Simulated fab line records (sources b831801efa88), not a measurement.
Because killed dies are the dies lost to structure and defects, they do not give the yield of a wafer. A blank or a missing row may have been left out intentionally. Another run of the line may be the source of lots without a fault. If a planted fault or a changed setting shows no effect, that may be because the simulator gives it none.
fab line records ; flow sky130
record lots=10; wafers=30; lastDay=50
route steps=708 shown VIA3@574 METAL4@630 VIA4@657 METAL5@665
lots untouched by any fault: they come from a run of this same line in which no faults occurred
startH: hours from the record's opening day to when the first of the lot's shown wafers began ; waitH: hours elapsed since this lot's preceding step ; " as in the row above ; L1.1+2: several wafers, shown together as one row ; - either no value or no given start ; * or withheld: withheld ; < > ~ a bound
route shown NAME@n: a module of which the file shows steps, and the number in the route of the first ; usual: average and standard deviation across the fault-free wafers ; same: alike in all rows ; chamber/n: place in a boat ; sites: readings site by site ; _std_site: standard deviation across them ; _edge_site: mean of outer sites minus mean of inner sites ; radiusMm: how far each site lies from the wafer's centre ; mask NAME#n: copy n ; behind: tool/chamber where the wafer was last shaped ; hold: cause of the lot's hold/its duration in hours/its outcome ; device: whichever transistor did not switch (one of n, p or np) ; end of line: tests run on the same wafers once the route is complete ; a step given without rows: its recipe and nothing more ; killed: the dies lost at the first sort to structure and to defects; this is not the yield of the wafer ; map: per-die view of a wafer (x killed, . not killed, _ where there is no die)
set.NAME: the run value of the setting; set.NAME@STEP: its run value at that earlier step ; model.NAME: the simulator's own value behind a step, which no gauge read
route steps across a sampled set of lots; one table per step, one row per wafer
services: when a tool's chamber went out of use (startH, in hours from the record's first day, below 0 if earlier), for how many hours, and the reason
## steps
# step SKY_VIA3_THK_MEAS_01
# recipe reads=SiO2_of_VIA3_HDPCVD_00
# usual VIA3_HDPCVD_THK=1635/16
lot.wafer;tool;chamber;startH;waitH;VIA3_HDPCVD_THK[nm]
L917.3;filmMetro-04;-;904.16;0.1;1656
L917.4;filmMetro-04;-;904.16;0.1;1649
L917.5;filmMetro-04;-;904.16;0.1;1637
L919.1;filmMetro-04;-;912.01;0.1;1655
L919.2;filmMetro-04;-;912.01;0.1;1633
L919.4;filmMetro-04;-;912.01;0.1;1648
L921.2;filmMetro-03;-;936.31;0.2;1627
L921.5;filmMetro-03;-;936.31;0.2;1629
L921.6;filmMetro-03;-;936.31;0.2;1634
L932.1;filmMetro-04;-;1022.81;0.1;1657
L932.4;filmMetro-04;-;1022.81;0.1;1646
L932.5;filmMetro-04;-;1022.81;0.1;1640
L928.1;filmMetro-03;-;1027.19;0.1;1627
L928.2;filmMetro-03;-;1027.19;0.1;1598
L928.5;filmMetro-03;-;1027.19;0.1;1616
L929.1;filmMetro-03;-;1031.84;0.1;1644
L929.2;filmMetro-03;-;1031.84;0.1;1648
L929.3;filmMetro-03;-;1031.84;0.1;1657
L934.1;filmMetro-03;-;1039.83;0.1;1642
L934.2;filmMetro-03;-;1039.83;0.1;1641
L934.3;filmMetro-03;-;1039.83;0.1;1655
L935.1;filmMetro-03;-;1040.97;0.1;1634
L935.3;filmMetro-03;-;1040.97;0.1;1618
L935.6;filmMetro-03;-;1040.97;0.1;1649
L936.2;filmMetro-03;-;1046.63;0.1;1608
L936.4;filmMetro-03;-;1046.63;0.1;1624
L936.6;filmMetro-03;-;1046.63;0.1;1634
L939.4;filmMetro-03;-;1061.29;0.0;1629
L939.5;filmMetro-03;-;1061.29;0.0;1635
L939.6;filmMetro-03;-;1061.29;0.0;1659
# step SKY_METAL4_OVL_MEAS_14
# usual METAL4_OVL=-2/5.4
lot.wafer;tool;chamber;startH;waitH;METAL4_OVL[nm]
L917.3;overlay-02;-;981.28;0.1;1
L917.4;overlay-02;-;981.28;0.1;-10
L917.5;overlay-02;-;981.28;0.1;-4
L919.1;overlay-01;-;988.11;0.1;-6
L919.2;overlay-01;-;988.11;0.1;7
L919.4;overlay-01;-;988.11;0.1;-2
L921.2;overlay-02;-;1010.27;0.1;-4
L921.5;overlay-02;-;1010.27;0.1;-8
L921.6;overlay-02;-;1010.27;0.1;-5
L932.1;overlay-02;-;1089.46;0.1;0
L932.4;overlay-02;-;1089.46;0.1;-7
L932.5;overlay-02;-;1089.46;0.1;1
L928.1;overlay-02;-;1092.91;0.1;-11
L928.2;overlay-02;-;1092.91;0.1;-2
L928.5;overlay-02;-;1092.91;0.1;-10
L929.1;overlay-01;-;1098.16;0.1;-3
L929.2;overlay-01;-;1098.16;0.1;-2
L929.3;overlay-01;-;1098.16;0.1;6
L934.1;overlay-01;-;1104.81;0.1;3
L934.2;overlay-01;-;1104.81;0.1;-8
L934.3;overlay-01;-;1104.81;0.1;8
L935.1;overlay-02;-;1105.81;0.1;3
L935.3;overlay-02;-;1105.81;0.1;1
L935.6;overlay-02;-;1105.81;0.1;4
L936.2;overlay-02;-;1110.77;0.1;-7
L936.4;overlay-02;-;1110.77;0.1;-14
L936.6;overlay-02;-;1110.77;0.1;-15
L939.4;overlay-02;-;1126.18;0.1;-1
L939.5;overlay-02;-;1126.18;0.1;-2
L939.6;overlay-02;-;1126.18;0.1;0
# step SKY_VIA4_CVD_18
# recipe material=W; targetThkNm=505; timeS=152.14; tempC=400; pressureTorr=40
# usual heaterPowerW=897/93; susceptorTempC=399.97/0.2
lot.wafer;tool;chamber;startH;waitH;heaterPowerW;susceptorTempC
L917.3;cvdW-01;0;1006.66;0.1;791;399.94
L917.4;cvdW-01;1;1006.66;0.1;859;400.04
L917.5;cvdW-01;1;1006.66;0.1;864;399.80
L919.1;cvdW-01;0;1013.33;0.0;769;400.00
L919.2;cvdW-01;1;1013.33;0.0;867;400.26
L919.4;cvdW-01;0;1013.33;0.0;766;400.02
L921.2;cvdW-02;1;1035.34;0.0;902;400.02
L921.5;cvdW-02;1;1035.34;0.0;891;400.13
L921.6;cvdW-02;0;1035.34;0.0;1036;399.96
L932.1;cvdW-01;1;1111.16;0.0;772;377.92
L932.4;cvdW-01;0;1111.16;0.0;668;377.49
L932.5;cvdW-01;0;1111.16;0.0;652;377.36
L928.1;cvdW-01;0;1114.80;0.0;628;377.62
L928.2;cvdW-01;1;1114.80;0.0;749;377.75
L928.5;cvdW-01;1;1114.80;0.0;755;377.64
L929.1;cvdW-02;0;1120.50;0.0;1043;400.29
L929.2;cvdW-02;1;1120.50;0.0;912;400.33
L929.3;cvdW-02;1;1120.50;0.0;896;400.44
L934.1;cvdW-02;1;1127.30;0.0;921;400.27
L934.2;cvdW-02;0;1127.30;0.0;1071;399.87
L934.3;cvdW-02;1;1127.30;0.0;903;400.05
L935.1;cvdW-02;0;1127.46;0.0;1022;399.88
L935.3;cvdW-02;1;1127.46;0.0;887;399.88
L935.6;cvdW-02;0;1127.46;0.0;1031;399.86
L936.2;cvdW-02;1;1131.76;0.0;920;400.05
L936.4;cvdW-02;1;1131.76;0.0;897;400.13
L936.6;cvdW-02;1;1131.76;0.0;906;400.03
L939.4;cvdW-02;1;1146.77;0.1;885;399.98
L939.5;cvdW-02;0;1146.77;0.1;995;399.94
L939.6;cvdW-02;1;1146.77;0.1;882;399.81
# step SKY_VIA4_RS_MEAS_19
# recipe thkMeasGauge=four-point-probe; reads=W_of_VIA4_CVD_18+TiN_of_VIA4_SPUTTER_17
# usual VIA4_W_RS=0.224/0.0036
lot.wafer;tool;chamber;startH;waitH;hold;VIA4_W_RS[ohm/sq]
L917.3;filmMetro-04;-;1006.80;0.1;-;0.225
L917.4;filmMetro-04;-;1006.80;0.1;-;0.228
L917.5;filmMetro-04;-;1006.80;0.1;-;0.227
L919.1;filmMetro-04;-;1013.48;0.1;-;0.232
L919.2;filmMetro-04;-;1013.48;0.1;-;0.231
L919.4;filmMetro-04;-;1013.48;0.1;-;0.230
L921.2;filmMetro-02;-;1035.51;0.1;-;0.223
L921.5;filmMetro-02;-;1035.51;0.1;-;0.222
L921.6;filmMetro-02;-;1035.51;0.1;-;0.231
L932.1;filmMetro-02;-;1111.31;0.1;awaitDispo/0.2h/release;0.339
L932.4;filmMetro-02;-;1111.31;0.1;awaitDispo/0.2h/release;0.341
L932.5;filmMetro-02;-;1111.31;0.1;awaitDispo/0.2h/release;0.346
L932.1;filmMetro-02;-;1111.60;0.3;-;0.338
L932.4;filmMetro-02;-;1111.60;0.3;-;0.342
L932.5;filmMetro-02;-;1111.60;0.3;-;0.345
L928.1;filmMetro-04;-;1114.95;0.1;awaitDispo/0.2h/release;0.341
L928.2;filmMetro-04;-;1114.95;0.1;awaitDispo/0.2h/release;0.338
L928.5;filmMetro-04;-;1114.95;0.1;awaitDispo/0.2h/release;0.341
L928.1;filmMetro-04;-;1115.24;0.3;-;0.340
L928.2;filmMetro-04;-;1115.24;0.3;-;0.339
L928.5;filmMetro-04;-;1115.24;0.3;-;0.341
L929.1;filmMetro-04;-;1120.65;0.1;-;0.224
L929.2;filmMetro-04;-;1120.65;0.1;-;0.217
L929.3;filmMetro-04;-;1120.65;0.1;-;0.219
L934.1;filmMetro-04;-;1127.45;0.1;-;0.222
L934.2;filmMetro-04;-;1127.45;0.1;-;0.227
L934.3;filmMetro-04;-;1127.45;0.1;-;0.222
L935.1;filmMetro-03;-;1127.61;0.1;-;0.227
L935.3;filmMetro-03;-;1127.61;0.1;-;0.219
L935.6;filmMetro-03;-;1127.61;0.1;-;0.227
L936.2;filmMetro-03;-;1131.93;0.1;-;0.218
L936.4;filmMetro-03;-;1131.93;0.1;-;0.216
L936.6;filmMetro-03;-;1131.93;0.1;-;0.216
L939.4;filmMetro-03;-;1146.93;0.1;-;0.219
L939.5;filmMetro-03;-;1146.93;0.1;-;0.229
L939.6;filmMetro-03;-;1146.93;0.1;-;0.221
# step SKY_VIA4_THK_MEAS_20
# recipe thkMeasGauge=xrf; reads=W_of_VIA4_CVD_18
# usual VIA4_W_THK=517/9.1
lot.wafer;tool;chamber;startH;waitH;hold;VIA4_W_THK[nm]
L917.3;filmMetro-04;-;1006.90;0.1;-;515
L917.4;filmMetro-04;-;1006.90;0.1;-;509
L917.5;filmMetro-04;-;1006.90;0.1;-;507
L919.1;filmMetro-04;-;1013.60;0.1;-;498
L919.2;filmMetro-04;-;1013.60;0.1;-;500
L919.4;filmMetro-04;-;1013.60;0.1;-;502
L921.2;filmMetro-02;-;1035.62;0.1;-;524
L921.5;filmMetro-02;-;1035.62;0.1;-;527
L921.6;filmMetro-02;-;1035.62;0.1;-;504
L932.1;filmMetro-02;-;1113.65;2.0;awaitDispo/0.2h/release;341
L932.4;filmMetro-02;-;1113.65;2.0;awaitDispo/0.2h/release;339
L932.5;filmMetro-02;-;1113.65;2.0;awaitDispo/0.2h/release;334
L932.1;filmMetro-02;-;1113.87;0.2;-;341
L932.4;filmMetro-02;-;1113.87;0.2;-;338
L932.5;filmMetro-02;-;1113.87;0.2;-;335
L928.1;filmMetro-04;-;1118.21;3.0;awaitDispo/0.2h/release;342
L928.2;filmMetro-04;-;1118.21;3.0;awaitDispo/0.2h/release;343
L928.5;filmMetro-04;-;1118.21;3.0;awaitDispo/0.2h/release;341
L928.1;filmMetro-04;-;1118.44;0.2;-;341
L928.2;filmMetro-04;-;1118.44;0.2;-;342
L928.5;filmMetro-04;-;1118.44;0.2;-;339
L929.1;filmMetro-04;-;1120.77;0.1;-;515
L929.2;filmMetro-04;-;1120.77;0.1;-;531
L929.3;filmMetro-04;-;1120.77;0.1;-;532
L934.1;filmMetro-04;-;1127.57;0.1;-;522
L934.2;filmMetro-04;-;1127.57;0.1;-;512
L934.3;filmMetro-04;-;1127.57;0.1;-;525
L935.1;filmMetro-03;-;1127.73;0.1;-;514
L935.3;filmMetro-03;-;1127.73;0.1;-;534
L935.6;filmMetro-03;-;1127.73;0.1;-;516
L936.2;filmMetro-03;-;1132.04;0.1;-;539
L936.4;filmMetro-03;-;1132.04;0.1;-;536
L936.6;filmMetro-03;-;1132.04;0.1;-;542
L939.4;filmMetro-03;-;1147.02;0.1;-;530
L939.5;filmMetro-03;-;1147.02;0.1;-;506
L939.6;filmMetro-03;-;1147.02;0.1;-;527
# step SKY_VIA4_CMP_21
# recipe stopOn=SiO2; tOverpolishS=25; downForcePsi=3.5; platenRpm=60; targetThkNm=0; padVelocityMS=0.94248
# usual motorCurrentA=11.9/1; timeToEndpointS=124/5.7
lot.wafer;tool;chamber;startH;waitH;hold;motorCurrentA;timeToEndpointS
L917.4;cmp-02;0;1007.11;0.2;-;13.0;120
L917.3;cmp-02;3;1007.11;0.2;-;11.2;124
L917.5;cmp-02;0;1007.11;0.2;-;13.3;120
L919.4;cmp-02;0;1013.66;0.0;-;13.5;117
L919.2;cmp-02;1;1013.66;0.0;-;11.2;126
L919.1;cmp-02;2;1013.66;0.0;-;10.6;123
L921.2;cmp-01;2;1035.72;0.1;-;11.8;132
L921.6;cmp-01;1;1035.72;0.1;-;12.4;124
L921.5;cmp-01;2;1035.72;0.1;-;12.7;131
L932.4;cmp-01;2;1118.50;4.6;awaitDispo/4.0h/release;12.2;87
L932.1;cmp-01;0;1118.50;4.6;awaitDispo/4.0h/release;12.3;81
L932.5;cmp-01;3;1118.50;4.6;awaitDispo/4.0h/release;10.6;81
L929.1;cmp-02;1;1120.88;0.1;-;11.2;124
L929.3;cmp-02;2;1120.88;0.1;-;10.7;129
L929.2;cmp-02;3;1120.88;0.1;-;10.9;125
L928.1;cmp-02;3;1120.92;2.5;awaitDispo/2.3h/release;11.0;76
L928.2;cmp-02;0;1120.92;2.5;awaitDispo/2.3h/release;13.6;73
L928.5;cmp-02;1;1120.92;2.5;awaitDispo/2.3h/release;11.6;80
L934.2;cmp-01;1;1127.78;0.2;-;13.3;129
L934.1;cmp-01;2;1127.78;0.2;-;12.4;133
L934.3;cmp-01;0;1127.78;0.2;-;12.9;126
L935.1;cmp-01;3;1128.13;0.4;-;11.0;129
L935.3;cmp-01;1;1128.13;0.4;-;12.5;130
L935.6;cmp-01;3;1128.13;0.4;-;11.3;128
L936.2;cmp-02;2;1132.14;0.1;-;11.1;130
L936.4;cmp-02;3;1132.14;0.1;-;10.6;124
L936.6;cmp-02;2;1132.14;0.1;-;10.5;126
L939.4;cmp-02;0;1147.10;0.1;-;13.0;118
L939.5;cmp-02;3;1147.10;0.1;-;10.4;115
L939.6;cmp-02;0;1147.10;0.1;-;13.1;116
# step SKY_METAL5_SPUTTER_04
# recipe material=TiN; targetThkNm=70; powerW=6500; timeS=58.3; chamberPressurePa=0.4
# usual throttleValvePct=29.5/0.99
lot.wafer;tool;chamber;startH;waitH;throttleValvePct
L917.3;pvdSputter-02;-;1007.53;0.0;28.9
L917.4;pvdSputter-02;-;1007.53;0.0;29.0
L917.5;pvdSputter-02;-;1007.53;0.0;29.3
L919.1;pvdSputter-02;-;1014.08;0.0;30.7
L919.2;pvdSputter-02;-;1014.08;0.0;30.7
L919.4;pvdSputter-02;-;1014.08;0.0;29.1
L921.2;pvdSputter-02;-;1036.09;0.0;30.6
L921.5;pvdSputter-02;-;1036.09;0.0;28.9
L921.6;pvdSputter-02;-;1036.09;0.0;29.5
L932.1;pvdSputter-01;-;1118.92;0.0;27.5
L932.4;pvdSputter-01;-;1118.92;0.0;28.0
L932.5;pvdSputter-01;-;1118.92;0.0;28.3
L928.1;pvdSputter-01;-;1121.23;0.0;29.3
L928.2;pvdSputter-01;-;1121.23;0.0;27.5
L928.5;pvdSputter-01;-;1121.23;0.0;29.4
L929.1;pvdSputter-02;-;1121.25;0.0;29.2
L929.2;pvdSputter-02;-;1121.25;0.0;30.7
L929.3;pvdSputter-02;-;1121.25;0.0;28.9
L934.1;pvdSputter-02;-;1128.19;0.0;29.3
L934.2;pvdSputter-02;-;1128.19;0.0;30.9
L934.3;pvdSputter-02;-;1128.19;0.0;30.3
L935.1;pvdSputter-03;-;1128.49;0.0;29.0
L935.3;pvdSputter-03;-;1128.49;0.0;30.2
L935.6;pvdSputter-03;-;1128.49;0.0;29.9
L936.2;pvdSputter-02;-;1132.51;0.0;29.1
L936.4;pvdSputter-02;-;1132.51;0.0;28.9
L936.6;pvdSputter-02;-;1132.51;0.0;29.3
L939.4;pvdSputter-03;-;1147.46;0.0;29.4
L939.5;pvdSputter-03;-;1147.46;0.0;29.9
L939.6;pvdSputter-03;-;1147.46;0.0;30.9
## services
tool;chamber;startH;hours;kind
cvdW-02;-;985.69;6.9;pm
pvdSputter-02;2;993.86;-;consumableReplace:kit
pvdSputter-02;2;993.86;18.0;scheduledDown
pvdSputter-02;2;993.86;18.0;ventCycle
cmp-02;-;995.02;1.7;repair
pvdSputter-03;-;995.72;0.8;repair
pvdSputter-02;-;997.52;1.9;repair
pvdSputter-03;-;998.51;4.1;repair
cmp-01;-;1001.38;1.8;repair
cmp-02;-;1018.68;11.6;pm
pvdSputter-01;-;1028.70;2.3;repair
pvdSputter-03;-;1030.25;5.6;repair
cvdW-02;0;1037.36;3.0;repair
cvdW-02;0;1050.39;8.0;repair
pvdSputter-03;-;1060.27;0.8;repair
cmp-02;-;1078.35;0.5;repair
cmp-01;-;1084.00;4.0;pm
cmp-02;-;1087.35;1.9;repair
pvdSputter-02;1;1128.24;-;consumableReplace:kit
pvdSputter-02;1;1128.24;18.0;scheduledDown
pvdSputter-02;1;1128.24;18.0;ventCycle
cvdW-02;0;1133.34;4.3;repair
cmp-02;-;1140.09;3.6;repair
pvdSputter-03;-;1143.24;0.5;repair
## key
firstSign step=SKY_VIA4_CVD_18; reading=susceptorTempC; direction=down; sigmas=99+; usual=*; struck=*
effect step=SKY_VIA4_CVD_18; reading=heaterPowerW; direction=down; sigmas=2.1; usual=*; struck=*
effect step=SKY_VIA4_RS_MEAS_19; reading=visit; direction=added
effect step=SKY_VIA4_RS_MEAS_19; reading=VIA4_W_RS; direction=up; sigmas=33; usual=0.224; struck=0.341
effect step=SKY_VIA4_THK_MEAS_20; reading=visit; direction=added
effect step=SKY_VIA4_THK_MEAS_20; reading=VIA4_W_THK; direction=down; sigmas=20; usual=517; struck=340
effect step=SKY_VIA4_CMP_21; reading=timeToEndpointS; direction=down; sigmas=7.8; usual=*; struck=*
metAt SKY_VIA4_CVD_18
struckLots L928,L932
notActingAt SKY_VIA3_THK_MEAS_01,SKY_METAL4_OVL_MEAS_14,SKY_METAL5_SPUTTER_04
onsetBetween 1013.33 1111.16
fault kind=processParameterDrift; tool=cvdW-01; chamber=-; onsetH=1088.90; steps=SKY_VIA4_CVD_18; channel=tempC; offset=*; shape=step; endH=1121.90; actsIn=*; stated=*
